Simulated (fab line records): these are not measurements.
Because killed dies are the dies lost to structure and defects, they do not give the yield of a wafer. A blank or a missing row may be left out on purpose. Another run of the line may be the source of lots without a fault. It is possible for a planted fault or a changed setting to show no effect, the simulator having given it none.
Struck lot and sound lot, side by side -- flow gf180mcu -- 43 steps out of a route of 602
Sound: the wafers L300.2, L300.3, L300.4. Wafers struck: L317.3, L317.4, L317.5. The cause is named last.
For every step that has rows: the tool of each side, followed by ch and its chambers, followed by its first start. Under that, the readings that differ: sound wafers -- struck wafers -- difference of the means -- sigmas: that difference in standard deviations of wafers without a fault.
alike: a reading whose means differ by less than 2 such deviations, as well as words and numbers matching on both sides. not compared: withheld readings; readings where some wafer has no value; bounds like >300 that might hide an equal value; numbers whose values overlap and for which the record gives no deviation.
A row with sigmas, a row that says differs or no value, or rows on one side alone: a step with any of these is where the two part. Non-overlapping numbers with no deviation appear without sigmas and do not part them. A reading that every wafer of one side lacks parts them only if that side has two wafers or more.

first, 1 step without rows for these wafers: GF_VT_IMPLANT_IMPLANT_08.
GF_VT_IMPLANT_STRIP_09: strips in O2/N2.
  sound on plasma_asher-03 ch 0,1, day 6 13:43; struck on plasma_asher-02 ch 0,1, day 11 01:16
  alike: drypump_motor_current_A, heater_power_w, oes_product_au, strip_time_to_endpoint_s
  not compared: rf_hours_counter_h
GF_VT_IMPLANT_TW_MEAS_10:
  sound: film_metro-01 at day 6 13:50; struck: film_metro-03 at day 11 01:21
  alike: VT_IMPLANT_TW
then, 7 steps without rows for these wafers: GF_VT_IMPLANT_DEHYDRATE_11 (time 60 s); GF_VT_IMPLANT_HMDS_12 (prime time 60 s); GF_VT_IMPLANT_COAT_13 (resist thk 1000 nm); GF_VT_IMPLANT_SOFTBAKE_14 (time 60 s); GF_VT_IMPLANT_EXPOSE_15 (exposes mask Nwell LV AREA, target cd 860 nm); GF_VT_IMPLANT_PEB_16; GF_VT_IMPLANT_DEVELOP_17 (develop time 60 s).
GF_VT_IMPLANT_OVL_MEAS_18:
  sound: overlay-01 at day 7 05:39; struck: overlay-02 at day 11 20:01
  alike: VT_IMPLANT_01_OVL
next, for these wafers, 1 step has no rows: GF_VT_IMPLANT_IMPLANT_19.
GF_VT_IMPLANT_STRIP_20: strips in O2/N2.
  sound on plasma_asher-03 ch 0,1, day 7 05:50; struck on plasma_asher-03 ch 0,1, day 11 20:13
  alike: drypump_motor_current_A, heater_power_w, oes_product_au, strip_time_to_endpoint_s
  not compared: rf_hours_counter_h
GF_VT_IMPLANT_TW_MEAS_21:
  sound: film_metro-04 at day 7 05:56; struck: film_metro-01 at day 11 20:18
reading,sound,struck,difference,sigmas
VT_IMPLANT_2_TW,1185 1189 1187,1228 1214 1218,+33,+3
then, 7 steps without rows for these wafers: GF_VT_IMPLANT_DEHYDRATE_22 (time 60 s); GF_VT_IMPLANT_HMDS_23 (prime time 60 s); GF_VT_IMPLANT_COAT_24 (resist thk 1000 nm); GF_VT_IMPLANT_SOFTBAKE_25 (time 60 s); GF_VT_IMPLANT_EXPOSE_26 (exposes mask LVPWELL HV AREA, target cd 860 nm); GF_VT_IMPLANT_PEB_27; GF_VT_IMPLANT_DEVELOP_28 (develop time 60 s).
GF_VT_IMPLANT_OVL_MEAS_29:
  sound: overlay-01 at day 7 21:33; struck: overlay-02 at day 12 15:39
  alike: VT_IMPLANT_02_OVL
next, for these wafers, 1 step has no rows: GF_VT_IMPLANT_IMPLANT_30.
GF_VT_IMPLANT_STRIP_31: strips in O2/N2.
  sound on plasma_asher-02 ch 0,1, day 7 21:44; struck on plasma_asher-03 ch 0,1, day 12 15:52
reading,sound,struck,difference,sigmas
drypump_motor_current_A (A),5.3 5.4 5.9,6.2 6.5 6.5,+0.9,+2
  alike: heater_power_w, oes_product_au, strip_time_to_endpoint_s
  not compared: rf_hours_counter_h
GF_VT_IMPLANT_TW_MEAS_32:
  sound: film_metro-04 at day 7 21:50; struck: film_metro-01 at day 12 15:56
reading,sound,struck,difference,sigmas
VT_IMPLANT_3_TW,264.8 264.3 263.0,270.3 270.7 268.3,+5.7,+2
then, 7 steps without rows for these wafers: GF_VT_IMPLANT_DEHYDRATE_33 (time 60 s); GF_VT_IMPLANT_HMDS_34 (prime time 60 s); GF_VT_IMPLANT_COAT_35 (resist thk 1000 nm); GF_VT_IMPLANT_SOFTBAKE_36 (time 60 s); GF_VT_IMPLANT_EXPOSE_37 (exposes mask Nwell HV AREA, target cd 860 nm); GF_VT_IMPLANT_PEB_38; GF_VT_IMPLANT_DEVELOP_39 (develop time 60 s).
GF_VT_IMPLANT_OVL_MEAS_40:
  sound: overlay-02 at day 8 13:42; struck: overlay-01 at day 13 11:43
  alike: VT_IMPLANT_03_OVL
next, for these wafers, 1 step has no rows: GF_VT_IMPLANT_IMPLANT_41.
GF_VT_IMPLANT_STRIP_42: strips in O2/N2.
  sound on plasma_asher-04 ch 0,1, day 8 13:53; struck on plasma_asher-03 ch 0,1, day 13 11:55
  alike: drypump_motor_current_A, heater_power_w, oes_product_au, strip_time_to_endpoint_s
  not compared: rf_hours_counter_h
GF_VT_IMPLANT_TW_MEAS_43:
  sound: film_metro-01 at day 8 13:59; struck: film_metro-03 at day 13 12:00
reading,sound,struck,difference,sigmas
VT_IMPLANT_4_TW,694 696 696,676 677 676,-19,-3
then, 1 step without rows for these wafers: GF_VT_IMPLANT_CLEAN_44 (cleans in SC1/SC2, time 150 s).
GF_VT_IMPLANT_RTA_45: time 30 s.
  sound on rtp_anneal-02 ch 0, day 8 14:07; struck on rtp_anneal-01 ch 0, day 13 12:08
reading,sound,struck,difference,sigmas
lamp_power_pct (%),32.7 32.7 32.7,36.6 36.6 36.6,+3.9,+2
  alike: wafer_temp_C_max
GF_VT_IMPLANT_RS_MEAS_46: measurement is done with a four-point probe.
  sound: film_metro-01 at day 8 14:13; struck: film_metro-02 at day 13 12:14
  alike: MVSD_RS
GF_VT_IMPLANT_RS_MEAS_47: measurement is done with a four-point probe.
  sound: film_metro-01 at day 8 14:20; struck: film_metro-02 at day 13 12:21
  alike: NWELL_RS
GF_VT_IMPLANT_RS_MEAS_48: measurement is done with a four-point probe.
  sound: film_metro-01 at day 8 14:27; struck: film_metro-02 at day 13 12:28
  alike: LVPWELL_RS
GF_VT_IMPLANT_RS_MEAS_49: measurement is done with a four-point probe.
  sound: film_metro-01 at day 8 14:34; struck: film_metro-02 at day 13 12:35
  alike: MVPSD_RS
-- a jump in the record: the struck wafers' starts before and after are 21 days apart (it breaks off in module VT_IMPLANT and resumes in module PASSIVATION, where the first step shown is number 602 of the route) --
GF_PASSIVATION_PROBE_99:
  the record has rows for the struck wafers here (prober-01, day 34 15:11) and none for the sound ones

== WHERE THEY PART ==
First at GF_VT_IMPLANT_TW_MEAS_21; last, within this record, at GF_PASSIVATION_PROBE_99.

WHY: the cause the simulator had injected
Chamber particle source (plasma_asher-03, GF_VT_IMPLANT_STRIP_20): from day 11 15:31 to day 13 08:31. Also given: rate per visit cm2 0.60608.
